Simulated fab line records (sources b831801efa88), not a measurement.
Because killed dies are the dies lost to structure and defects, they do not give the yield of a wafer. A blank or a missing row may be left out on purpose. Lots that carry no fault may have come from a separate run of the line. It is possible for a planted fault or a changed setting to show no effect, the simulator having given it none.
What tool caused it? ; flow sky130 ; 7 lots, 19 wafers sampled, at 3 steps of a route of 708

## WHAT THE GAUGES READ, wafer by wafer
SKY_CAP2M_THK_MEAS_01.
lot;measured;on;CAP2M_CVD_00_THK (nm)
L715;day 40 13:10;film metro-04;15.21 15.15 15.79
L718;day 42 15:23;film metro-04;15.19 15.30 15.80
L721;day 43 06:14;film metro-03;15.63
L728;day 44 12:07;film metro-01;15.17 15.29 15.22
L730;day 45 04:20;film metro-03;15.26 15.66 15.64
L732;day 45 07:49;film metro-01;15.07 15.30 15.59
L734;day 46 06:43;film metro-01;15.24 15.57 15.92

## EACH LOT AND THE TOOL THAT RAN IT (in order: tool; ch and the chambers of the sampled wafers; start)
lot;SKY_METAL4_SPUTTER_04;SKY_CAP2M_CVD_00
L715;pvd sputter-01, day 40 13:05;pecvd-03 ch 0,1,2, day 40 13:08
L718;pvd sputter-01, day 42 15:18;pecvd-03 ch 0,1, day 42 15:21
L721;pvd sputter-02, day 43 06:08;pecvd-03 ch 2, day 43 06:10
L728;pvd sputter-03, day 44 12:03;pecvd-01 ch 0,1,2, day 44 12:06
L730;pvd sputter-02, day 45 04:16;pecvd-02 ch 0,1, day 45 04:19
L732;pvd sputter-03, day 45 07:45;pecvd-01 ch 1,2, day 45 07:48
L734;pvd sputter-02, day 46 06:37;pecvd-02 ch 0,1,2, day 46 06:40
- SKY_METAL4_SPUTTER_04: material TiN, target thk 70 nm, time 58.3 s.
- SKY_CAP2M_CVD_00: deposits SiO2, target thk 15.5 nm.

## THE ANSWER, worked out from the rows above alone
Rule: what is usual is taken from the lots themselves. Put in order of their means at a reading, lots are off if they are a third of the lots or fewer, leave a main group of 4 or more, and stand apart from it by a gap of 3 or more times the standard deviation of the main group's means; of several such gaps the widest counts. If all means in a main group match to the digits the tables above print for the reading, that group is not used. A lot without any number at a reading at which 4 lots or more have one is off too. All remaining lots with rows at the step are treated as sound.
No lot is off at any reading shown: from this, nothing can be told.

## WHAT THE SIMULATOR PUT IN
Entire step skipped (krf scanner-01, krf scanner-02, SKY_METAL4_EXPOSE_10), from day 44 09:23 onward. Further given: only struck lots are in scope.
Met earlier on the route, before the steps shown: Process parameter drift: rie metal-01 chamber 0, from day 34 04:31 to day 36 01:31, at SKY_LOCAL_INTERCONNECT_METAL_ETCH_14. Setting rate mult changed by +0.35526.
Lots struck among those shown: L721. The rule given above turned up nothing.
